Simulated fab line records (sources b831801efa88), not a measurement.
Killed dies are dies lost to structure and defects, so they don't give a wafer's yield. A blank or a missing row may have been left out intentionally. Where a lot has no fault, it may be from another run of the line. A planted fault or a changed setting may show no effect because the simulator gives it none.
fab line records :: flow sfq_line
record:
  lots: 6
  wafers: 16
  last_day: 82
route steps=325 shown INCOMING@1 L0@3
lots that met no fault: from a run of the same line without faults
start_h: start of the lot's first displayed wafer, in hours after the record's first day :: wait_h: how many hours have passed since the lot's step before this one :: " as in the row above :: L1.1+2: a row that stands for several wafers :: - value missing, or start not given :: * or withheld: withheld :: < > ~ a bound
route shown NAME@n: a module of which the file shows steps, and the number in the route of the first :: usual: average and standard deviation across the fault-free wafers :: same: alike in all rows :: chamber/n: place in a boat :: sites: readings site by site :: _std_site: standard deviation of those values :: _edge_site: inner sites' mean taken away from outer sites' mean :: radius_mm: how far each site lies from the wafer's centre :: mask NAME#n: copy n :: behind: the most recent tool/chamber to have shaped the wafer :: hold: the reason the lot was held/the length of the hold in hours/how it ended :: device: the n, p or np transistor that did not switch :: end of line: at the end of the route, the tests of the same wafers :: where a step has no rows: the recipe by itself :: killed: at the first sort, the dies lost to defects and structure; wafer yield is something else :: map: the dies of a wafer, with x for killed, . for not killed, _ for no die there
set.NAME: the setting as run; set.NAME@STEP: as run at that earlier step :: model.NAME: the simulator's own value behind a step, which no gauge read
lots at some steps of the route; a table a step, a row a wafer
services: when a tool's chamber went out of use (start_h, in hours from the record's first day, below 0 if earlier), for how many hours, and the reason
== steps ==
step: SFQ_INCOMING_BOW_MEAS_900
recipe:
  mode: bow
usual:
  INCOMING_BOW: 0/6.2
lot.wafer: L311.2
tool: film_metro-04
chamber: -
start_h: 15.02
wait_h: -
INCOMING_BOW[um]: -5

lot.wafer: L311.3
tool: film_metro-04
chamber: -
start_h: 15.02
wait_h: -
INCOMING_BOW[um]: -3

lot.wafer: L311.4
tool: film_metro-04
chamber: -
start_h: 15.02
wait_h: -
INCOMING_BOW[um]: 3

lot.wafer: L314.3
tool: film_metro-03
chamber: -
start_h: 30.04
wait_h: -
INCOMING_BOW[um]: 7

lot.wafer: L314.4
tool: film_metro-03
chamber: -
start_h: 30.04
wait_h: -
INCOMING_BOW[um]: 14

lot.wafer: L314.6
tool: film_metro-03
chamber: -
start_h: 30.04
wait_h: -
INCOMING_BOW[um]: 3

lot.wafer: L316.2
tool: film_metro-03
chamber: -
start_h: 40.02
wait_h: -
INCOMING_BOW[um]: -6

lot.wafer: L316.3
tool: film_metro-03
chamber: -
start_h: 40.02
wait_h: -
INCOMING_BOW[um]: 3

lot.wafer: L316.4
tool: film_metro-03
chamber: -
start_h: 40.02
wait_h: -
INCOMING_BOW[um]: -2

lot.wafer: L319.3
tool: film_metro-02
chamber: -
start_h: 55.04
wait_h: -
INCOMING_BOW[um]: 3

lot.wafer: L319.4
tool: film_metro-02
chamber: -
start_h: 55.04
wait_h: -
INCOMING_BOW[um]: 0

lot.wafer: L319.5
tool: film_metro-02
chamber: -
start_h: 55.04
wait_h: -
INCOMING_BOW[um]: 3

lot.wafer: L330.4
tool: film_metro-02
chamber: -
start_h: 110.06
wait_h: -
INCOMING_BOW[um]: -3

lot.wafer: L330.6
tool: film_metro-02
chamber: -
start_h: 110.06
wait_h: -
INCOMING_BOW[um]: 7

lot.wafer: L332.1
tool: film_metro-04
chamber: -
start_h: 120.00
wait_h: -
INCOMING_BOW[um]: 7

lot.wafer: L332.3
tool: film_metro-04
chamber: -
start_h: 120.00
wait_h: -
INCOMING_BOW[um]: 2
step: SFQ_TRILAYER_INCOMING_OXIDATION_002
recipe:
  temp_c: 1000
  ambient: H2O
  target_thk_a: 5000
  p_h2o_torr: 720
  ox_time_s: 4939
step: SFQ_TRILAYER_L0_DEP_SPUTTER_003
recipe:
  material: MoNx_KI
  base_pressure_pa: 1.33e-06
  target_thk_nm: 40
  power_w: 800
  time_s: 100
  chamber_pressure_pa: 0.4
usual:
  throttle_valve_pct: 29.7/1.3
lot.wafer: L311.2
tool: pvd_sputter-06
chamber: -
start_h: 17.49
wait_h: 0.0
throttle_valve_pct: 29.0

lot.wafer: L311.3
tool: pvd_sputter-06
chamber: -
start_h: 17.49
wait_h: 0.0
throttle_valve_pct: 29.7

lot.wafer: L311.4
tool: pvd_sputter-06
chamber: -
start_h: 17.49
wait_h: 0.0
throttle_valve_pct: 30.8

lot.wafer: L314.3
tool: pvd_sputter-03
chamber: -
start_h: 32.49
wait_h: 0.0
throttle_valve_pct: 30.0

lot.wafer: L314.4
tool: pvd_sputter-03
chamber: -
start_h: 32.49
wait_h: 0.0
throttle_valve_pct: 31.7

lot.wafer: L314.6
tool: pvd_sputter-03
chamber: -
start_h: 32.49
wait_h: 0.0
throttle_valve_pct: 28.3

lot.wafer: L316.2
tool: pvd_sputter-06
chamber: -
start_h: 42.49
wait_h: 0.0
throttle_valve_pct: 29.1

lot.wafer: L316.3
tool: pvd_sputter-06
chamber: -
start_h: 42.49
wait_h: 0.0
throttle_valve_pct: 30.8

lot.wafer: L316.4
tool: pvd_sputter-06
chamber: -
start_h: 42.49
wait_h: 0.0
throttle_valve_pct: 30.7

lot.wafer: L319.3
tool: pvd_sputter-03
chamber: -
start_h: 57.49
wait_h: 0.0
throttle_valve_pct: 29.8

lot.wafer: L319.4
tool: pvd_sputter-03
chamber: -
start_h: 57.49
wait_h: 0.0
throttle_valve_pct: 28.9

lot.wafer: L319.5
tool: pvd_sputter-03
chamber: -
start_h: 57.49
wait_h: 0.0
throttle_valve_pct: 31.6

lot.wafer: L330.4
tool: pvd_sputter-03
chamber: -
start_h: 112.53
wait_h: 0.0
throttle_valve_pct: 30.0

lot.wafer: L330.6
tool: pvd_sputter-03
chamber: -
start_h: 112.53
wait_h: 0.0
throttle_valve_pct: 28.6

lot.wafer: L332.1
tool: pvd_sputter-03
chamber: -
start_h: 122.49
wait_h: 0.0
throttle_valve_pct: 28.3

lot.wafer: L332.3
tool: pvd_sputter-03
chamber: -
start_h: 122.49
wait_h: 0.0
throttle_valve_pct: 29.9
step: SFQ_L0_RS_MEAS_901
recipe:
  thk_meas_gauge: four-point-probe
  reads: MoNx_KI_of_TRILAYER_L0_DEP_SPUTTER_003
usual:
  L0_MONX_KI_RS: 43.5/0.6
lot.wafer: L311.2
tool: film_metro-04
chamber: -
start_h: 17.58
wait_h: 0.1
L0_MONX_KI_RS[ohm/sq]: 43.0

lot.wafer: L311.3
tool: film_metro-04
chamber: -
start_h: 17.58
wait_h: 0.1
L0_MONX_KI_RS[ohm/sq]: 42.9

lot.wafer: L311.4
tool: film_metro-04
chamber: -
start_h: 17.58
wait_h: 0.1
L0_MONX_KI_RS[ohm/sq]: 42.6

lot.wafer: L314.3
tool: film_metro-02
chamber: -
start_h: 32.60
wait_h: 0.1
L0_MONX_KI_RS[ohm/sq]: 44.2

lot.wafer: L314.4
tool: film_metro-02
chamber: -
start_h: 32.60
wait_h: 0.1
L0_MONX_KI_RS[ohm/sq]: 43.2

lot.wafer: L314.6
tool: film_metro-02
chamber: -
start_h: 32.60
wait_h: 0.1
L0_MONX_KI_RS[ohm/sq]: 43.5

lot.wafer: L316.2
tool: film_metro-04
chamber: -
start_h: 42.58
wait_h: 0.1
L0_MONX_KI_RS[ohm/sq]: 42.9

lot.wafer: L316.3
tool: film_metro-04
chamber: -
start_h: 42.58
wait_h: 0.1
L0_MONX_KI_RS[ohm/sq]: 42.9

lot.wafer: L316.4
tool: film_metro-04
chamber: -
start_h: 42.58
wait_h: 0.1
L0_MONX_KI_RS[ohm/sq]: 42.3

lot.wafer: L319.3
tool: film_metro-01
chamber: -
start_h: 57.60
wait_h: 0.1
L0_MONX_KI_RS[ohm/sq]: 43.9

lot.wafer: L319.4
tool: film_metro-01
chamber: -
start_h: 57.60
wait_h: 0.1
L0_MONX_KI_RS[ohm/sq]: 43.6

lot.wafer: L319.5
tool: film_metro-01
chamber: -
start_h: 57.60
wait_h: 0.1
L0_MONX_KI_RS[ohm/sq]: 42.5

lot.wafer: L330.4
tool: film_metro-04
chamber: -
start_h: 112.62
wait_h: 0.1
L0_MONX_KI_RS[ohm/sq]: 44.8

lot.wafer: L330.6
tool: film_metro-04
chamber: -
start_h: 112.62
wait_h: 0.1
L0_MONX_KI_RS[ohm/sq]: 44.3

lot.wafer: L332.1
tool: film_metro-01
chamber: -
start_h: 122.56
wait_h: 0.0
L0_MONX_KI_RS[ohm/sq]: 42.8

lot.wafer: L332.3
tool: film_metro-01
chamber: -
start_h: 122.56
wait_h: 0.0
L0_MONX_KI_RS[ohm/sq]: 44.4
step: SFQ_L0_THK_MEAS_902
recipe:
  thk_meas_gauge: xrf
  reads: MoNx_KI_of_TRILAYER_L0_DEP_SPUTTER_003
usual:
  L0_MONX_KI_THK: 39.7/0.56
lot.wafer: L311.2
tool: film_metro-04
chamber: -
start_h: 17.69
wait_h: 0.1
L0_MONX_KI_THK[nm]: 39.9

lot.wafer: L311.3
tool: film_metro-04
chamber: -
start_h: 17.69
wait_h: 0.1
L0_MONX_KI_THK[nm]: 39.7

lot.wafer: L311.4
tool: film_metro-04
chamber: -
start_h: 17.69
wait_h: 0.1
L0_MONX_KI_THK[nm]: 40.4

lot.wafer: L314.3
tool: film_metro-02
chamber: -
start_h: 32.70
wait_h: 0.1
L0_MONX_KI_THK[nm]: 39.4

lot.wafer: L314.4
tool: film_metro-02
chamber: -
start_h: 32.70
wait_h: 0.1
L0_MONX_KI_THK[nm]: 40.2

lot.wafer: L314.6
tool: film_metro-02
chamber: -
start_h: 32.70
wait_h: 0.1
L0_MONX_KI_THK[nm]: 40.0

lot.wafer: L316.2
tool: film_metro-04
chamber: -
start_h: 42.69
wait_h: 0.1
L0_MONX_KI_THK[nm]: 40.4

lot.wafer: L316.3
tool: film_metro-04
chamber: -
start_h: 42.69
wait_h: 0.1
L0_MONX_KI_THK[nm]: 40.2

lot.wafer: L316.4
tool: film_metro-04
chamber: -
start_h: 42.69
wait_h: 0.1
L0_MONX_KI_THK[nm]: 40.9

lot.wafer: L319.3
tool: film_metro-01
chamber: -
start_h: 57.70
wait_h: 0.1
L0_MONX_KI_THK[nm]: 39.4

lot.wafer: L319.4
tool: film_metro-01
chamber: -
start_h: 57.70
wait_h: 0.1
L0_MONX_KI_THK[nm]: 39.5

lot.wafer: L319.5
tool: film_metro-01
chamber: -
start_h: 57.70
wait_h: 0.1
L0_MONX_KI_THK[nm]: 40.4

lot.wafer: L330.4
tool: film_metro-04
chamber: -
start_h: 112.71
wait_h: 0.1
L0_MONX_KI_THK[nm]: 38.5

lot.wafer: L330.6
tool: film_metro-04
chamber: -
start_h: 112.71
wait_h: 0.1
L0_MONX_KI_THK[nm]: 38.8

lot.wafer: L332.1
tool: film_metro-01
chamber: -
start_h: 122.68
wait_h: 0.1
L0_MONX_KI_THK[nm]: 40.1

lot.wafer: L332.3
tool: film_metro-01
chamber: -
start_h: 122.68
wait_h: 0.1
L0_MONX_KI_THK[nm]: 38.7
step: SFQ_TRILAYER_L0_LITHO_COAT_010
recipe:
  resist: BARC
  spin_rpm: 3000
  resist_thk_nm: 62
step: SFQ_TRILAYER_L0_LITHO_COAT_005
recipe:
  resist: KrF
  spin_rpm: 3000
  resist_thk_nm: 600
step: SFQ_TRILAYER_L0_LITHO_SOFTBAKE_009
recipe:
  temp_c: withheld
  time_s: withheld
  resist: KrF
step: SFQ_TRILAYER_L0_LITHO_EXPOSE_006
recipe:
  mask_id: L0
  na: 0.6
  source_shape: conventional
  sigma_outer: 0.65
  target_cd_nm: 2000
  dose_mj: 14.4
step: SFQ_TRILAYER_L0_LITHO_PEB_008
recipe:
  peb_temp_c: 115
  peb_time_s: 60
  resist: KrF
step: SFQ_TRILAYER_L0_LITHO_DEVELOP_007
recipe:
  time_s: 60
  resist: KrF
step: SFQ_TRILAYER_L0_BARC_OPEN_METAL_ETCH_010
recipe:
  mask_material: PR
  chemistry: O2
  target_depth_nm: 125
  target: BARC
  icp_w: 600
  bias_w: 80
  pressure_mtorr: 10
  time_s: 41.7
usual:
  chamber_pressure_mTorr: 10.000/0.0093
  drypump_motor_current_A: 5.43/0.29
  oes_product_au: 0.685/0.0046
  run_length_s: 70.0/0.49
lot.wafer: L311.2
tool: rie_metal-03
chamber: 1
start_h: 86.23
wait_h: 0.1
chamber_pressure_mTorr: 10.000
drypump_motor_current_A: 5.67
oes_product_au: 0.683
rf_hours_counter_h: 160
run_length_s: 69.7

lot.wafer: L311.3
tool: rie_metal-03
chamber: 1
start_h: 86.23
wait_h: 0.1
chamber_pressure_mTorr: 10.011
drypump_motor_current_A: 5.68
oes_product_au: 0.682
rf_hours_counter_h: -
run_length_s: 69.5

lot.wafer: L311.4
tool: rie_metal-03
chamber: 0
start_h: 86.23
wait_h: 0.1
chamber_pressure_mTorr: 10.006
drypump_motor_current_A: 5.01
oes_product_au: 0.689
rf_hours_counter_h: -
run_length_s: 70.3

lot.wafer: L314.3
tool: rie_metal-03
chamber: 0
start_h: 101.85
wait_h: 0.1
chamber_pressure_mTorr: 9.979
drypump_motor_current_A: 5.01
oes_product_au: 0.687
rf_hours_counter_h: -
run_length_s: 70.4

lot.wafer: L314.4
tool: rie_metal-03
chamber: 1
start_h: 101.85
wait_h: 0.1
chamber_pressure_mTorr: 9.998
drypump_motor_current_A: 5.68
oes_product_au: 0.693
rf_hours_counter_h: -
run_length_s: 69.4

lot.wafer: L314.6
tool: rie_metal-03
chamber: 1
start_h: 101.85
wait_h: 0.1
chamber_pressure_mTorr: 10.002
drypump_motor_current_A: 5.69
oes_product_au: 0.684
rf_hours_counter_h: -
run_length_s: 69.4

lot.wafer: L316.2
tool: rie_metal-03
chamber: 0
start_h: 109.03
wait_h: 0.1
chamber_pressure_mTorr: 9.992
drypump_motor_current_A: 5.02
oes_product_au: 0.685
rf_hours_counter_h: 170
run_length_s: 70.6

lot.wafer: L316.3
tool: rie_metal-03
chamber: 1
start_h: 109.03
wait_h: 0.1
chamber_pressure_mTorr: 10.010
drypump_motor_current_A: 5.68
oes_product_au: 0.681
rf_hours_counter_h: -
run_length_s: 69.7

lot.wafer: L316.4
tool: rie_metal-03
chamber: 0
start_h: 109.03
wait_h: 0.1
chamber_pressure_mTorr: 10.005
drypump_motor_current_A: 5.01
oes_product_au: 0.686
rf_hours_counter_h: -
run_length_s: 70.5

lot.wafer: L319.3
tool: rie_metal-04
chamber: 0
start_h: 123.47
wait_h: 0.1
chamber_pressure_mTorr: 9.999
drypump_motor_current_A: 5.48
oes_product_au: 0.690
rf_hours_counter_h: -
run_length_s: 70.0

lot.wafer: L319.4
tool: rie_metal-04
chamber: 0
start_h: 123.47
wait_h: 0.1
chamber_pressure_mTorr: 10.010
drypump_motor_current_A: 5.48
oes_product_au: 0.688
rf_hours_counter_h: -
run_length_s: 70.7

lot.wafer: L319.5
tool: rie_metal-04
chamber: 0
start_h: 123.47
wait_h: 0.1
chamber_pressure_mTorr: 9.996
drypump_motor_current_A: 5.48
oes_product_au: 0.683
rf_hours_counter_h: -
run_length_s: 70.0

lot.wafer: L330.4
tool: rie_metal-03
chamber: 1
start_h: 208.55
wait_h: 0.1
chamber_pressure_mTorr: 10.009
drypump_motor_current_A: 5.67
oes_product_au: 0.677
rf_hours_counter_h: -
run_length_s: 69.6

lot.wafer: L330.6
tool: rie_metal-03
chamber: 0
start_h: 208.55
wait_h: 0.1
chamber_pressure_mTorr: 9.998
drypump_motor_current_A: 5.02
oes_product_au: 0.687
rf_hours_counter_h: -
run_length_s: 70.8

lot.wafer: L332.1
tool: rie_metal-03
chamber: 1
start_h: 222.93
wait_h: 0.1
chamber_pressure_mTorr: 9.995
drypump_motor_current_A: 5.68
oes_product_au: 0.676
rf_hours_counter_h: 183
run_length_s: 69.5

lot.wafer: L332.3
tool: rie_metal-03
chamber: 1
start_h: 222.93
wait_h: 0.1
chamber_pressure_mTorr: 9.988
drypump_motor_current_A: 5.68
oes_product_au: 0.690
rf_hours_counter_h: -
run_length_s: 70.1
step: SFQ_TRILAYER_L0_ETCH_METAL_ETCH_008
recipe:
  target: MoNx_KI
  stop_on: SiO2
  mask_material: PR
  chemistry: SF6/O2
  target_depth_nm: 50
  icp_w: 600
  bias_w: 80
  pressure_mtorr: 10
  time_s: 25
usual:
  chamber_pressure_mTorr: 10.001/0.0083
  drypump_motor_current_A: 5.42/0.29
  oes_product_au: 0.874/0.0081
  run_length_s: 53.3/0.53
lot.wafer: L311.2
tool: rie_metal-03
chamber: 1
start_h: 86.29
wait_h: 0.0
chamber_pressure_mTorr: 10.010
drypump_motor_current_A: 5.67
oes_product_au: 0.879
rf_hours_counter_h: 160
run_length_s: 53.1
model.KrF_of_TRILAYER_L0_LITHO_COAT_005.thk_nm: 481.7

lot.wafer: L311.3
tool: rie_metal-03
chamber: 1
start_h: 86.29
wait_h: 0.0
chamber_pressure_mTorr: 9.995
drypump_motor_current_A: 5.67
oes_product_au: 0.879
rf_hours_counter_h: -
run_length_s: 52.8
model.KrF_of_TRILAYER_L0_LITHO_COAT_005.thk_nm: 481.7

lot.wafer: L311.4
tool: rie_metal-03
chamber: 0
start_h: 86.29
wait_h: 0.0
chamber_pressure_mTorr: 10.013
drypump_motor_current_A: 5.00
oes_product_au: 0.884
rf_hours_counter_h: -
run_length_s: 54.0
model.KrF_of_TRILAYER_L0_LITHO_COAT_005.thk_nm: 476.4

lot.wafer: L314.3
tool: rie_metal-03
chamber: 0
start_h: 101.90
wait_h: 0.0
chamber_pressure_mTorr: 10.021
drypump_motor_current_A: 5.01
oes_product_au: 0.871
rf_hours_counter_h: -
run_length_s: 53.6
model.KrF_of_TRILAYER_L0_LITHO_COAT_005.thk_nm: 477.9

lot.wafer: L314.4
tool: rie_metal-03
chamber: 1
start_h: 101.90
wait_h: 0.0
chamber_pressure_mTorr: 10.012
drypump_motor_current_A: 5.66
oes_product_au: 0.869
rf_hours_counter_h: -
run_length_s: 52.7
model.KrF_of_TRILAYER_L0_LITHO_COAT_005.thk_nm: 481.4

lot.wafer: L314.6
tool: rie_metal-03
chamber: 1
start_h: 101.90
wait_h: 0.0
chamber_pressure_mTorr: 10.019
drypump_motor_current_A: 5.64
oes_product_au: 0.874
rf_hours_counter_h: -
run_length_s: 52.8
model.KrF_of_TRILAYER_L0_LITHO_COAT_005.thk_nm: 483.4

lot.wafer: L316.2
tool: rie_metal-03
chamber: 0
start_h: 109.09
wait_h: 0.0
chamber_pressure_mTorr: 10.007
drypump_motor_current_A: 5.01
oes_product_au: 0.886
rf_hours_counter_h: 170
run_length_s: 53.6
model.KrF_of_TRILAYER_L0_LITHO_COAT_005.thk_nm: 480

lot.wafer: L316.3
tool: rie_metal-03
chamber: 1
start_h: 109.09
wait_h: 0.0
chamber_pressure_mTorr: 9.998
drypump_motor_current_A: 5.68
oes_product_au: 0.880
rf_hours_counter_h: -
run_length_s: 53.4
model.KrF_of_TRILAYER_L0_LITHO_COAT_005.thk_nm: 483.5

lot.wafer: L316.4
tool: rie_metal-03
chamber: 0
start_h: 109.09
wait_h: 0.0
chamber_pressure_mTorr: 9.995
drypump_motor_current_A: 5.01
oes_product_au: 0.892
rf_hours_counter_h: -
run_length_s: 53.7
model.KrF_of_TRILAYER_L0_LITHO_COAT_005.thk_nm: 476.4

lot.wafer: L319.3
tool: rie_metal-04
chamber: 0
start_h: 123.58
wait_h: 0.1
chamber_pressure_mTorr: 10.000
drypump_motor_current_A: 5.51
oes_product_au: 0.865
rf_hours_counter_h: -
run_length_s: 53.2
model.KrF_of_TRILAYER_L0_LITHO_COAT_005.thk_nm: 480.1

lot.wafer: L319.4
tool: rie_metal-04
chamber: 0
start_h: 123.58
wait_h: 0.1
chamber_pressure_mTorr: 9.999
drypump_motor_current_A: 5.51
oes_product_au: 0.870
rf_hours_counter_h: -
run_length_s: 53.3
model.KrF_of_TRILAYER_L0_LITHO_COAT_005.thk_nm: 481.2

lot.wafer: L319.5
tool: rie_metal-04
chamber: 0
start_h: 123.58
wait_h: 0.1
chamber_pressure_mTorr: 10.013
drypump_motor_current_A: 5.50
oes_product_au: 0.883
rf_hours_counter_h: -
run_length_s: 53.2
model.KrF_of_TRILAYER_L0_LITHO_COAT_005.thk_nm: 480.8

lot.wafer: L330.4
tool: rie_metal-03
chamber: 1
start_h: 208.60
wait_h: 0.0
chamber_pressure_mTorr: 10.003
drypump_motor_current_A: 5.66
oes_product_au: 0.998
rf_hours_counter_h: -
run_length_s: 48.9
model.KrF_of_TRILAYER_L0_LITHO_COAT_005.thk_nm: 488.7

lot.wafer: L330.6
tool: rie_metal-03
chamber: 0
start_h: 208.60
wait_h: 0.0
chamber_pressure_mTorr: 9.996
drypump_motor_current_A: 5.01
oes_product_au: 0.864
rf_hours_counter_h: -
run_length_s: 53.9
model.KrF_of_TRILAYER_L0_LITHO_COAT_005.thk_nm: 480.1

lot.wafer: L332.1
tool: rie_metal-03
chamber: 1
start_h: 223.05
wait_h: 0.1
chamber_pressure_mTorr: 10.004
drypump_motor_current_A: 5.68
oes_product_au: 0.885
rf_hours_counter_h: 184
run_length_s: 52.9
model.KrF_of_TRILAYER_L0_LITHO_COAT_005.thk_nm: 482.1

lot.wafer: L332.3
tool: rie_metal-03
chamber: 1
start_h: 223.05
wait_h: 0.1
chamber_pressure_mTorr: 9.987
drypump_motor_current_A: 5.69
oes_product_au: 0.990
rf_hours_counter_h: -
run_length_s: 49.4
model.KrF_of_TRILAYER_L0_LITHO_COAT_005.thk_nm: 488.7
step: SFQ_TRILAYER_L0_STRIP_STRIP_009
recipe:
  gas: O2
  power_w: 200
  platen_temp_c: 40
  overash_fraction: 0.65
  chemistry: O2
  pressure_mtorr: 50
usual:
  chamber_pressure_mTorr: 50.00/0.047
  drypump_motor_current_A: 5.43/0.29
  oes_product_au: 1.006/0.013
lot.wafer: L311.2
tool: rie_metal-03
chamber: 1
start_h: 86.33
wait_h: 0.0
chamber_pressure_mTorr: 50.02
drypump_motor_current_A: 5.68
oes_product_au: 0.990
rf_hours_counter_h: 160

lot.wafer: L311.3
tool: rie_metal-03
chamber: 1
start_h: 86.33
wait_h: 0.0
chamber_pressure_mTorr: 49.96
drypump_motor_current_A: 5.65
oes_product_au: 0.996
rf_hours_counter_h: -

lot.wafer: L311.4
tool: rie_metal-03
chamber: 0
start_h: 86.33
wait_h: 0.0
chamber_pressure_mTorr: 50.00
drypump_motor_current_A: 5.01
oes_product_au: 1.013
rf_hours_counter_h: -

lot.wafer: L314.3
tool: rie_metal-03
chamber: 0
start_h: 102.13
wait_h: 0.2
chamber_pressure_mTorr: 50.02
drypump_motor_current_A: 5.00
oes_product_au: 1.017
rf_hours_counter_h: -

lot.wafer: L314.4
tool: rie_metal-03
chamber: 1
start_h: 102.13
wait_h: 0.2
chamber_pressure_mTorr: 50.03
drypump_motor_current_A: 5.70
oes_product_au: 0.992
rf_hours_counter_h: -

lot.wafer: L314.6
tool: rie_metal-03
chamber: 1
start_h: 102.13
wait_h: 0.2
chamber_pressure_mTorr: 49.96
drypump_motor_current_A: 5.68
oes_product_au: 0.989
rf_hours_counter_h: -

lot.wafer: L316.2
tool: rie_metal-03
chamber: 0
start_h: 109.13
wait_h: 0.0
chamber_pressure_mTorr: 50.02
drypump_motor_current_A: 5.02
oes_product_au: 1.015
rf_hours_counter_h: 170

lot.wafer: L316.3
tool: rie_metal-03
chamber: 1
start_h: 109.13
wait_h: 0.0
chamber_pressure_mTorr: 49.98
drypump_motor_current_A: 5.68
oes_product_au: 1.003
rf_hours_counter_h: -

lot.wafer: L316.4
tool: rie_metal-03
chamber: 0
start_h: 109.13
wait_h: 0.0
chamber_pressure_mTorr: 50.04
drypump_motor_current_A: 5.01
oes_product_au: 1.019
rf_hours_counter_h: -

lot.wafer: L319.3
tool: rie_metal-04
chamber: 0
start_h: 124.04
wait_h: 0.4
chamber_pressure_mTorr: 49.93
drypump_motor_current_A: 5.49
oes_product_au: 0.995
rf_hours_counter_h: -

lot.wafer: L319.4
tool: rie_metal-04
chamber: 0
start_h: 124.04
wait_h: 0.4
chamber_pressure_mTorr: 50.09
drypump_motor_current_A: 5.49
oes_product_au: 0.997
rf_hours_counter_h: -

lot.wafer: L319.5
tool: rie_metal-04
chamber: 0
start_h: 124.04
wait_h: 0.4
chamber_pressure_mTorr: 50.02
drypump_motor_current_A: 5.49
oes_product_au: 1.004
rf_hours_counter_h: -

lot.wafer: L330.4
tool: rie_metal-03
chamber: 1
start_h: 208.83
wait_h: 0.2
chamber_pressure_mTorr: 50.02
drypump_motor_current_A: 5.67
oes_product_au: 0.997
rf_hours_counter_h: -

lot.wafer: L330.6
tool: rie_metal-03
chamber: 0
start_h: 208.83
wait_h: 0.2
chamber_pressure_mTorr: 50.10
drypump_motor_current_A: 5.01
oes_product_au: 1.019
rf_hours_counter_h: -

lot.wafer: L332.1
tool: rie_metal-03
chamber: 1
start_h: 223.14
wait_h: 0.1
chamber_pressure_mTorr: 50.03
drypump_motor_current_A: 5.68
oes_product_au: 1.001
rf_hours_counter_h: 184

lot.wafer: L332.3
tool: rie_metal-03
chamber: 1
start_h: 223.14
wait_h: 0.1
chamber_pressure_mTorr: 50.00
drypump_motor_current_A: 5.68
oes_product_au: 1.002
rf_hours_counter_h: -
== services ==
tool: pvd_sputter-06
chamber: -
start_h: 32.39
hours: 8.8
kind: repair

tool: pvd_sputter-06
chamber: -
start_h: 84.89
hours: 2.4
kind: repair

tool: pvd_sputter-03
chamber: 3
start_h: 100.30
hours: -
kind: consumable_replace:kit

tool: pvd_sputter-03
chamber: 3
start_h: 100.30
hours: 18.0
kind: scheduled_down

tool: pvd_sputter-03
chamber: 3
start_h: 100.30
hours: 18.0
kind: vent_cycle

tool: rie_metal-04
chamber: 1
start_h: 115.64
hours: 6.3
kind: repair

tool: rie_metal-04
chamber: 1
start_h: 121.96
hours: -
kind: clean

tool: rie_metal-04
chamber: 1
start_h: 121.96
hours: -
kind: consumable_replace:focus_ring

tool: rie_metal-04
chamber: 1
start_h: 121.96
hours: 19.4
kind: scheduled_down

tool: rie_metal-04
chamber: 1
start_h: 121.96
hours: 19.4
kind: vent_cycle

tool: rie_metal-03
chamber: -
start_h: 151.01
hours: 0.2
kind: repair

tool: pvd_sputter-06
chamber: -
start_h: 154.92
hours: 2.6
kind: repair

tool: rie_metal-04
chamber: 0
start_h: 164.38
hours: -
kind: clean

tool: rie_metal-04
chamber: 0
start_h: 164.38
hours: 26.2
kind: scheduled_down

tool: rie_metal-04
chamber: 0
start_h: 164.38
hours: 26.2
kind: vent_cycle

tool: pvd_sputter-06
chamber: -
start_h: 207.03
hours: 3.2
kind: repair

tool: rie_metal-03
chamber: 0
start_h: 216.90
hours: -
kind: clean

tool: rie_metal-03
chamber: 0
start_h: 216.90
hours: 12.3
kind: scheduled_down

tool: rie_metal-03
chamber: 0
start_h: 216.90
hours: 12.3
kind: vent_cycle
== key ==
first_sign:
  step: SFQ_TRILAYER_L0_ETCH_METAL_ETCH_008
  reading: oes_product_au
  direction: up
  sigmas: 15
  usual: 0.874
  struck: 0.994
effect:
  step: SFQ_TRILAYER_L0_ETCH_METAL_ETCH_008
  reading: run_length_s
  direction: down
  sigmas: 7.9
  usual: *
  struck: *
model_effect:
  step: SFQ_TRILAYER_L0_ETCH_METAL_ETCH_008
  value: KrF_of_TRILAYER_L0_LITHO_COAT_005.thk_nm
  without: 482.1
  struck: 488.7
met_at SFQ_TRILAYER_L0_ETCH_METAL_ETCH_008
struck_wafers L330.4,L332.3
onset_between 109.09 208.60
fault:
  kind: process_parameter_drift
  tool: rie_metal-03
  chamber: -
  onset_h: 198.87
  steps: SFQ_TRILAYER_L0_ETCH_METAL_ETCH_008
  channel: time_s
  offset: *
  shape: step
  end_h: 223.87
  scope: struck_wafers_only
  acts_in: *
  stated: *
